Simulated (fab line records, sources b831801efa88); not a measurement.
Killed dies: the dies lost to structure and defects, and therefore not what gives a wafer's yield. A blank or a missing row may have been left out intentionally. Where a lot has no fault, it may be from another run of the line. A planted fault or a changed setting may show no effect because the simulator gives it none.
fab line records	flow sky130
[record] lots = 12	wafers = 36	lastDay = 50
route steps=708 shown CONTACT@429 METAL1@451 VIA1@459 PAD_OPEN@708
lots with no fault: from the same line, run without faults
startH: hours from the record's opening day to when the first of the lot's shown wafers began	waitH: hours since the lot's step before	" same as the row above	L1.1+2: several wafers, shown together as one row	- value missing, or start not given	* or withheld: withheld	< > ~ a bound
route shown NAME@n: NAME is a module with steps in the file, n the number in the route of the first one	usual: mean/standard deviation of fault-free wafers	same: alike in all rows	chamber/n: place in a boat	sites: readings site by site	_std_site: how widely they spread, as a standard deviation	_edge_site: inner sites' mean taken away from outer sites' mean	radiusMm: how far each site lies from the wafer's centre	mask NAME#n: copy n	behind: the most recent tool/chamber to have shaped the wafer	hold: reason for holding the lot/hours on hold/outcome of the hold	device: transistor that didn't switch, given as n, p or np	end of line: the route-end tests of the same wafers	where a step has no rows: the recipe by itself	killed: dies lost to structure and defects at the first sort, not the wafer's yield	map: a wafer's dies, marking killed ones x, the rest . and places with no die _
set.NAME: the setting the step ran with; set.NAME@STEP: the setting that earlier step ran with	model.NAME: the simulator's own value behind a step, which no gauge read
the route's steps for a sample of lots (tables are steps, rows are wafers)
services: from which hour (startH, from the record's first day; less than 0 if before it) a tool's chamber was out of use, for how many hours, and why
[[steps]]
[step SKY_CONTACT_SPUTTER_23]
[recipe] material = TiN	targetThkNm = 20	chamberPressurePa = 5.087	powerW = 4000	timeS = 80
[usual] throttleValvePct = 30.2/0.87
lot.wafer	tool	chamber	startH	waitH	throttleValvePct
L821.1	pvdSputter-04	-	748.84	0.0	29.9
L821.4	"	-	"	"	28.3
L821.5	"	-	"	"	30.6
L822.2	pvdSputter-03	-	764.05	0.0	31.0
L822.5	"	-	"	"	31.4
L822.6	"	-	"	"	29.4
L825.3	pvdSputter-04	-	786.80	0.0	30.5
L825.4	"	-	"	"	28.3
L825.6	"	-	"	"	30.5
L826.2	pvdSputter-01	-	794.39	0.0	31.0
L826.3	"	-	"	"	30.7
L826.6	"	-	"	"	30.8
L828.1	pvdSputter-04	-	816.67	0.0	28.3
L828.2	"	-	"	"	29.8
L828.4	"	-	"	"	31.1
L829.2	pvdSputter-01	-	817.09	0.0	31.4
L829.4	"	-	"	"	30.6
L829.5	"	-	"	"	31.1
L830.2	pvdSputter-01	-	826.07	0.0	31.1
L830.3	"	-	"	"	30.8
L830.4	"	-	"	"	29.4
L831.4	pvdSputter-04	-	842.00	0.0	31.1
L831.5	"	-	"	"	30.3
L831.6	"	-	"	"	28.3
L832.2	pvdSputter-04	-	847.87	0.0	29.7
L832.4	"	-	"	"	31.0
L832.6	"	-	"	"	29.9
L839.4	pvdSputter-01	-	896.34	0.0	30.8
L839.5	"	-	"	"	31.4
L839.6	"	-	"	"	30.5
L841.1	pvdSputter-01	-	904.62	0.0	29.4
L841.5	"	-	"	"	31.4
L841.6	"	-	"	"	31.1
L842.1	pvdSputter-03	-	907.49	0.0	29.7
L842.4	"	-	"	"	31.0
L842.6	"	-	"	"	31.2
[step SKY_METAL1_DESCUM_17]
[recipe] chemistry = O2	sourcePowerW = 150	biasPowerW = 0	pressureMtorr = 10	tempC = 40	timeS = 8
[usual] drypumpMotorCurrentA = 5.4/0.37	oesProductAu = 0.999/0.0079
lot.wafer	tool	chamber	startH	waitH	drypumpMotorCurrentA	oesProductAu	rfHoursCounterH
L821.1	rieMetal-03	1	778.90	0.0	5.1	1.016	12
L821.4	"	0	"	"	5.6	0.999	-
L821.5	"	1	"	"	5.1	1.008	-
L822.2	rieMetal-03	1	791.18	0.0	5.1	1.012	12
L822.5	"	1	"	"	5.1	1.013	-
L822.6	"	0	"	"	5.7	0.998	-
L825.3	rieMetal-03	1	814.68	0.0	5.1	1.003	-
L825.4	"	0	"	"	5.7	0.984	-
L825.6	"	1	"	"	5.1	0.996	-
L826.2	rieMetal-03	1	822.17	0.0	5.1	1.012	14
L826.3	"	1	"	"	5.1	1.003	-
L826.6	"	1	"	"	5.1	1.001	-
L828.1	rieMetal-04	0	844.12	0.0	5.9	1.017	0
L828.2	"	1	"	"	5.6	0.998	7
L828.4	"	0	"	"	5.8	1.003	-
L829.2	rieMetal-03	1	844.63	0.0	5.1	1.009	15
L829.4	"	1	"	"	5.1	1.008	-
L829.5	"	1	"	"	5.1	1.007	-
L830.2	rieMetal-03	1	853.35	0.0	5.1	0.994	15
L830.3	"	0	"	"	5.7	0.999	-
L830.4	"	1	"	"	5.1	1.003	-
L831.4	rieMetal-02	1	869.38	0.0	4.8	1.002	-
L831.5	"	1	"	"	4.8	0.996	-
L831.6	"	0	"	"	5.5	1.009	-
L832.2	rieMetal-04	0	874.68	0.0	5.8	1.007	2
L832.4	"	1	"	"	5.7	1.013	-
L832.6	"	0	"	"	5.9	1.009	-
L839.4	rieMetal-04	1	922.29	0.0	5.7	1.009	-
L839.5	"	0	"	"	5.9	1.003	-
L839.6	"	1	"	"	5.7	1.012	-
L841.1	rieMetal-02	1	930.83	0.0	4.8	1.006	4
L841.5	"	0	"	"	5.6	0.993	-
L841.6	"	1	"	"	4.8	0.996	-
L842.1	rieMetal-02	1	933.30	0.0	4.8	1.006	4
L842.4	"	0	"	"	5.5	0.986	-
L842.6	"	1	"	"	4.8	1.009	-
[step SKY_METAL1_ETCH_18]
[recipe] chemistry = N2/H2	target = BARC	ionEnergyEv = 200	biasW = 100	pressureMtorr = 30	n2FlowSccm = 100	h2FlowSccm = 200	icpW = 500	stopOn = SiO2	timeS = 45.9	targetDepthA = 600
[usual] drypumpMotorCurrentA = 5.5/0.37	oesProductAu = 0.855/0.0046	runLengthS = 74.3/0.42	throttleValvePct = 13.226/0.0088
lot.wafer	tool	chamber	startH	waitH	drypumpMotorCurrentA	oesProductAu	rfHoursCounterH	runLengthS	throttleValvePct
L821.1	rieMetal-03	1	778.93	0.0	5.1	0.861	12	74.5	13.232
L821.4	"	0	"	"	5.7	0.854	-	73.9	13.231
L821.5	"	1	"	"	5.1	0.863	-	74.5	13.215
L822.2	rieMetal-03	1	791.21	0.0	5.1	0.854	12	74.6	13.236
L822.5	"	1	"	"	5.1	0.855	-	74.0	13.228
L822.6	"	0	"	"	5.7	0.855	-	73.9	13.223
L825.3	rieMetal-03	1	814.72	0.0	5.1	0.846	-	73.9	13.224
L825.4	"	0	"	"	5.7	0.849	-	74.2	13.214
L825.6	"	1	"	"	5.1	0.861	-	74.3	13.227
L826.2	rieMetal-03	1	822.20	0.0	5.1	0.848	14	74.2	13.230
L826.3	"	1	"	"	5.1	0.860	-	73.9	13.235
L826.6	"	1	"	"	5.1	0.852	-	74.2	13.227
L828.1	rieMetal-04	0	844.15	0.0	5.9	0.857	1	75.1	13.221
L828.2	"	1	"	"	5.7	0.859	7	74.1	13.228
L828.4	"	0	"	"	5.9	0.863	-	74.6	13.225
L829.2	rieMetal-03	1	844.66	0.0	5.1	0.808	15	79.9	13.209
L829.4	"	1	"	"	5.1	0.810	-	79.9	13.211
L829.5	"	1	"	"	5.1	0.800	-	79.4	13.224
L830.2	rieMetal-03	1	853.38	0.0	5.1	0.806	15	79.5	13.221
L830.3	"	0	"	"	5.7	0.855	-	74.1	13.223
L830.4	"	1	"	"	5.1	0.800	-	79.8	13.210
L831.4	rieMetal-02	1	869.42	0.0	4.8	0.862	-	75.0	13.227
L831.5	"	1	"	"	4.8	0.857	-	74.7	13.223
L831.6	"	0	"	"	5.6	0.861	-	74.2	13.226
L832.2	rieMetal-04	0	874.71	0.0	5.9	0.850	2	74.2	13.232
L832.4	"	1	"	"	5.6	0.856	-	74.0	13.226
L832.6	"	0	"	"	5.9	0.861	-	74.3	13.223
L839.4	rieMetal-04	1	922.33	0.0	5.7	0.855	-	74.3	13.235
L839.5	"	0	"	"	5.9	0.853	-	74.6	13.223
L839.6	"	1	"	"	5.7	0.864	-	74.2	13.227
L841.1	rieMetal-02	1	930.86	0.0	4.8	0.858	4	74.4	13.234
L841.5	"	0	"	"	5.5	0.856	-	73.6	13.222
L841.6	"	1	"	"	4.8	0.861	-	74.5	13.224
L842.1	rieMetal-02	1	933.33	0.0	4.8	0.855	4	75.1	13.230
L842.4	"	0	"	"	5.6	0.856	-	73.6	13.237
L842.6	"	1	"	"	4.8	0.861	-	75.1	13.237
[step SKY_VIA1_THK_MEAS_01]
[recipe] reads = SiO2_of_VIA1_HDPCVD_00
[usual] VIA1_HDPCVD_THK = 1030/12
lot.wafer	tool	chamber	startH	waitH	VIA1_HDPCVD_THK[nm]
L821.1	filmMetro-03	-	779.79	0.1	1025
L821.4	"	-	"	"	1029
L821.5	"	-	"	"	1036
L822.2	filmMetro-04	-	792.08	0.1	1024
L822.5	"	-	"	"	1016
L822.6	"	-	"	"	1026
L825.3	filmMetro-04	-	815.62	0.1	1037
L825.4	"	-	"	"	1029
L825.6	"	-	"	"	1027
L826.2	filmMetro-01	-	823.11	0.1	1027
L826.3	"	-	"	"	1039
L826.6	"	-	"	"	1033
L828.1	filmMetro-04	-	845.01	0.1	1027
L828.2	"	-	"	"	1042
L828.4	"	-	"	"	1037
L829.2	filmMetro-04	-	845.53	0.1	1054
L829.4	"	-	"	"	1047
L829.5	"	-	"	"	1040
L830.2	filmMetro-01	-	854.25	0.1	1035
L830.3	"	-	"	"	1029
L830.4	"	-	"	"	1042
L831.4	filmMetro-03	-	870.29	0.0	1036
L831.5	"	-	"	"	1034
L831.6	"	-	"	"	1033
L832.2	filmMetro-04	-	875.58	0.1	1027
L832.4	"	-	"	"	1018
L832.6	"	-	"	"	1018
L839.4	filmMetro-04	-	923.20	0.0	1029
L839.5	"	-	"	"	1044
L839.6	"	-	"	"	1019
L841.1	filmMetro-04	-	931.72	0.1	1023
L841.5	"	-	"	"	1026
L841.6	"	-	"	"	1032
L842.1	filmMetro-03	-	934.19	0.1	1015
L842.4	"	-	"	"	1018
L842.6	"	-	"	"	1011
[step SKY_PAD_OPEN_PROBE_99]
[usual] defectLimitedYield = 82.6/2	killed_at_M0_to_M3 = 43/7.6	killed_at_M4_up = 2.9/1.9	killedAtContacts = 24/5	killedAtFrontEnd = 15/4.3	killedAtOther = 0.3/0.54	killedDies = 85/10	killedOnRim = 17/3.9	killedOpen = 47/7	killedShort = 38/6.4	sort_bin_3_pad_short = 0.8/0.4	sort_bin_5_function = 10.3/1.6	sort_bin_6_memory = 6.2/1.1	sortNPass = 407/10	sortYieldPct = 82.6/2
[same] grossDies = 492	killedAtBackSide = 0	sort_bin_4_leakage[%] = 0	sort_bin_8_speed[%] = 0
lot.wafer	tool	chamber	startH	waitH	defectLimitedYield[%]	killed_at_M0_to_M3	killed_at_M4_up	killedAtContacts	killedAtFrontEnd	killedAtOther	killedDies	killedOnRim	killedOpen	killedShort	sort_bin_3_pad_short[%]	sort_bin_5_function[%]	sort_bin_6_memory[%]	sortNPass	sortYieldPct[%]
L821.1	prober-02	-	1088.34	0.1	83.3	44	5	19	13	1	82	22	42	40	1.0	8.3	7.3	410	83.3
L821.4	prober-02	-	1088.49	0.2	83.7	39	4	23	12	2	80	12	51	29	1.2	7.7	7.3	412	83.7
L821.5	prober-02	-	1088.54	0.2	84.8	39	5	21	10	0	75	13	45	30	1.0	10.2	4.1	417	84.8
L822.2	prober-01	-	1098.52	0.1	84.6	42	1	18	15	0	76	9	45	31	0.8	7.7	6.9	416	84.6
L822.5	prober-01	-	1098.67	0.2	83.9	37	3	23	15	1	79	15	44	35	0.8	9.3	5.9	413	83.9
L822.6	prober-01	-	1098.72	0.2	82.9	35	3	31	15	0	84	17	51	33	1.2	11.8	4.1	408	82.9
L829.2	prober-01	-	1138.36	0.1	81.3	48	2	26	16	0	92	14	48	44	0.8	11.2	6.7	400	81.3
L829.4	prober-01	-	1138.46	0.2	83.7	43	3	27	7	0	80	15	39	41	0.6	9.6	6.1	412	83.7
L829.5	prober-01	-	1138.51	0.2	82.1	43	4	26	14	1	88	18	47	41	1.0	10.2	6.7	404	82.1
L828.1	prober-02	-	1140.06	0.1	81.7	44	4	26	15	1	90	20	57	33	0.4	11.0	6.9	402	81.7
L828.2	prober-02	-	1140.11	0.1	83.3	43	2	19	18	0	82	10	47	35	1.0	10.8	4.9	410	83.3
L828.4	prober-02	-	1140.21	0.2	88.2	27	0	20	11	0	58	16	29	29	0.2	5.9	5.7	434	88.2
L830.2	prober-01	-	1146.53	0.1	80.1	51	3	22	20	2	98	19	56	42	1.4	12.4	6.1	394	80.1
L830.3	prober-01	-	1146.58	0.2	80.3	53	1	22	19	2	97	21	52	45	1.2	11.6	6.9	395	80.3
L830.4	prober-01	-	1146.63	0.2	83.9	44	2	18	15	0	79	19	44	35	1.0	10.2	4.9	413	83.9
L839.4	prober-02	-	1190.92	0.2	83.9	32	1	27	19	0	79	14	47	32	0.6	9.6	5.9	413	83.9
L839.5	prober-02	-	1190.97	0.2	79.9	46	5	31	17	0	99	23	56	43	1.2	12.8	6.1	393	79.9
L839.6	prober-02	-	1191.02	0.2	83.5	43	5	21	12	0	81	12	41	40	0.4	9.3	6.7	411	83.5
L841.1	prober-02	-	1199.38	0.1	79.7	56	0	21	21	2	100	21	60	40	1.0	12.8	6.5	392	79.7
L841.5	prober-02	-	1199.58	0.2	82.3	44	6	15	21	1	87	9	46	41	0.4	13.0	4.3	405	82.3
L841.6	prober-02	-	1199.63	0.2	81.7	45	2	20	23	0	90	21	50	40	0.6	10.0	7.7	402	81.7
// killed by level:class
L821.1 VIA2:geometricParticle:open=9 CONTACT:geometricParticle:open=7 VIA1:geometricParticle:open=6 METAL1:geometricParticle:short=5 METAL2:geometricParticle:short=5 FIELD_ISO:geometricParticle:open=4 LI_CONTACT:geometricParticle:open=4 POLY_GATE:geometricParticle:open=4
L821.4 VIA2:geometricParticle:open=11 VIA1:geometricParticle:open=9 LI_CONTACT:geometricParticle:open=8 CONTACT:geometricParticle:open=8 POLY_GATE:geometricParticle:open=6 METAL2:geometricParticle:short=6 LI_CONTACT:geometricParticle:short=3 CONTACT:geometricParticle:short=3
L821.5 CONTACT:geometricParticle:open=10 VIA1:geometricParticle:open=9 VIA3:geometricParticle:open=7 POLY_GATE:geometricParticle:open=5 METAL4:geometricParticle:short=4 LI_CONTACT:geometricParticle:open=4 VIA2:geometricParticle:short=4 VIA2:geometricParticle:open=4
L822.2 VIA1:geometricParticle:open=11 VIA3:geometricParticle:open=8 VIA2:geometricParticle:open=5 LI_CONTACT:geometricParticle:open=5 CONTACT:geometricParticle:open=5 METAL1:geometricParticle:short=5 VIA1:geometricParticle:short=5 POLY_GATE:geometricParticle:open=4
L822.5 CONTACT:geometricParticle:open=10 VIA1:geometricParticle:open=10 METAL1:geometricParticle:short=8 VIA2:geometricParticle:open=6 POLY_GATE:geometricParticle:open=5 LI_CONTACT:geometricParticle:open=5 POLY_GATE:geometricParticle:short=4 LOCAL_INTERCONNECT:geometricParticle:short=4
L822.6 LI_CONTACT:geometricParticle:open=14 CONTACT:geometricParticle:open=9 VIA2:geometricParticle:open=6 VIA1:geometricParticle:open=6 FIELD_ISO:geometricParticle:open=5 METAL3:geometricParticle:short=5 VIA2:geometricParticle:short=4 VIA3:geometricParticle:open=4
L829.2 VIA2:geometricParticle:open=13 CONTACT:geometricParticle:open=8 CONTACT:geometricParticle:short=8 VIA1:geometricParticle:short=8 VIA1:geometricParticle:open=8 METAL2:geometricParticle:short=7 POLY_GATE:geometricParticle:short=5 VIA3:geometricParticle:open=5
L829.4 METAL2:geometricParticle:short=9 LI_CONTACT:geometricParticle:open=8 CONTACT:geometricParticle:open=8 VIA3:geometricParticle:open=7 LI_CONTACT:geometricParticle:short=6 METAL1:geometricParticle:short=5 VIA2:geometricParticle:short=4 VIA2:geometricParticle:open=4
L829.5 VIA1:geometricParticle:open=14 CONTACT:geometricParticle:open=8 VIA3:geometricParticle:open=7 LI_CONTACT:geometricParticle:open=6 CONTACT:geometricParticle:short=6 METAL1:geometricParticle:short=6 VIA1:geometricParticle:short=5 POLY_GATE:geometricParticle:short=4
L828.1 VIA1:geometricParticle:open=12 CONTACT:geometricParticle:open=12 VIA3:geometricParticle:open=9 LI_CONTACT:geometricParticle:open=6 METAL2:geometricParticle:short=6 FIELD_ISO:geometricParticle:open=5 VIA2:geometricParticle:open=5 CONTACT:geometricParticle:short=4
L828.2 VIA1:geometricParticle:open=13 VIA1:geometricParticle:short=7 LI_CONTACT:geometricParticle:open=6 VIA3:geometricParticle:open=6 FIELD_ISO:geometricParticle:open=5 VIA2:geometricParticle:open=5 LOCAL_INTERCONNECT:geometricParticle:short=4 METAL1:geometricParticle:short=4
L828.4 CONTACT:geometricParticle:open=6 LI_CONTACT:geometricParticle:open=5 VIA1:geometricParticle:open=5 LOCAL_INTERCONNECT:geometricParticle:short=4 METAL3:geometricParticle:short=4 VIA3:geometricParticle:open=4 FIELD_ISO:geometricParticle:short=3 METAL1:geometricParticle:short=3
L830.2 CONTACT:geometricParticle:open=14 VIA1:geometricParticle:open=10 VIA2:geometricParticle:open=10 VIA3:geometricParticle:short=6 FIELD_ISO:geometricParticle:short=5 POLY_GATE:geometricParticle:short=5 LI_CONTACT:geometricParticle:open=5 METAL2:geometricParticle:short=5
L830.3 VIA1:geometricParticle:open=11 CONTACT:geometricParticle:open=9 FIELD_ISO:geometricParticle:short=8 VIA3:geometricParticle:open=8 LI_CONTACT:geometricParticle:open=7 VIA2:geometricParticle:open=7 VIA3:geometricParticle:short=5 VIA1:geometricParticle:short=5
L830.4 VIA1:geometricParticle:short=9 VIA1:geometricParticle:open=9 VIA3:geometricParticle:open=8 VIA2:geometricParticle:open=7 FIELD_ISO:geometricParticle:short=6 LI_CONTACT:geometricParticle:open=6 FIELD_ISO:geometricParticle:open=5 CONTACT:geometricParticle:open=5
L839.4 CONTACT:geometricParticle:open=13 LI_CONTACT:geometricParticle:open=7 POLY_GATE:geometricParticle:open=6 VIA3:geometricParticle:open=5 FIELD_ISO:geometricParticle:open=4 VIA1:geometricParticle:short=4 VIA1:geometricParticle:open=4 METAL2:geometricParticle:short=4
L839.5 VIA1:geometricParticle:open=13 LI_CONTACT:geometricParticle:open=11 CONTACT:geometricParticle:open=9 VIA3:geometricParticle:open=6 LOCAL_INTERCONNECT:geometricParticle:short=4 CONTACT:geometricParticle:short=4 METAL1:geometricParticle:short=4 VIA1:geometricParticle:short=4
L839.6 VIA1:geometricParticle:open=9 VIA1:geometricParticle:short=8 VIA2:geometricParticle:open=7 CONTACT:geometricParticle:open=6 LI_CONTACT:geometricParticle:open=5 VIA3:geometricParticle:open=5 POLY_GATE:geometricParticle:short=4 LOCAL_INTERCONNECT:geometricParticle:short=4
L841.1 VIA1:geometricParticle:open=16 VIA2:geometricParticle:open=10 CONTACT:geometricParticle:open=8 FIELD_ISO:geometricParticle:open=7 FIELD_ISO:geometricParticle:short=6 VIA3:geometricParticle:open=6 VIA1:geometricParticle:short=6 LI_CONTACT:geometricParticle:open=5
L841.5 VIA1:geometricParticle:open=11 METAL1:geometricParticle:short=6 POLY_GATE:geometricParticle:open=6 VIA3:geometricParticle:open=6 POLY_GATE:geometricParticle:short=5 LI_CONTACT:geometricParticle:open=5 CONTACT:geometricParticle:open=5 VIA2:geometricParticle:short=5
L841.6 VIA1:geometricParticle:open=13 FIELD_ISO:geometricParticle:open=6 METAL2:geometricParticle:short=6 FIELD_ISO:geometricParticle:short=6 LOCAL_INTERCONNECT:geometricParticle:short=6 VIA2:geometricParticle:open=6 VIA3:geometricParticle:open=6 LI_CONTACT:geometricParticle:open=5
[[services]]
tool	chamber	startH	hours	kind
pvdSputter-01	-	735.11	1.0	repair
pvdSputter-04	-	743.59	1.4	repair
rieMetal-03	0	743.93	6.6	repair
pvdSputter-03	-	754.44	1.2	repair
rieMetal-04	-	756.27	0.7	repair
pvdSputter-03	-	776.90	1.8	repair
pvdSputter-01	-	782.14	0.5	repair
pvdSputter-04	-	794.33	1.5	repair
rieMetal-04	0	799.96	-	clean
rieMetal-04	0	799.96	22.0	scheduledDown
rieMetal-04	0	799.96	22.0	ventCycle
rieMetal-02	1	834.70	-	clean
rieMetal-02	1	834.70	12.6	scheduledDown
rieMetal-02	1	834.70	12.6	ventCycle
rieMetal-03	-	880.38	1.4	pm
[[key]]
[firstSign] step = SKY_METAL1_ETCH_18	reading = runLengthS	direction = up	sigmas = 13	usual = *	struck = *
[effect] step = SKY_METAL1_ETCH_18	reading = oesProductAu	direction = down	sigmas = 11	usual = 0.855	struck = 0.805
metAt SKY_METAL1_ETCH_18
struckLots L829,L830
struckWafers L829.2,L829.4,L829.5,L830.2,L830.4
notActingAt SKY_CONTACT_SPUTTER_23,SKY_METAL1_DESCUM_17,SKY_VIA1_THK_MEAS_01
onsetBetween 822.20 844.66
[fault] kind = processParameterDrift	tool = rieMetal-03	chamber = 1	onsetH = 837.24	steps = SKY_METAL1_ETCH_18	channel = timeS	offset = *	shape = step	endH = 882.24	actsIn = *	stated = *
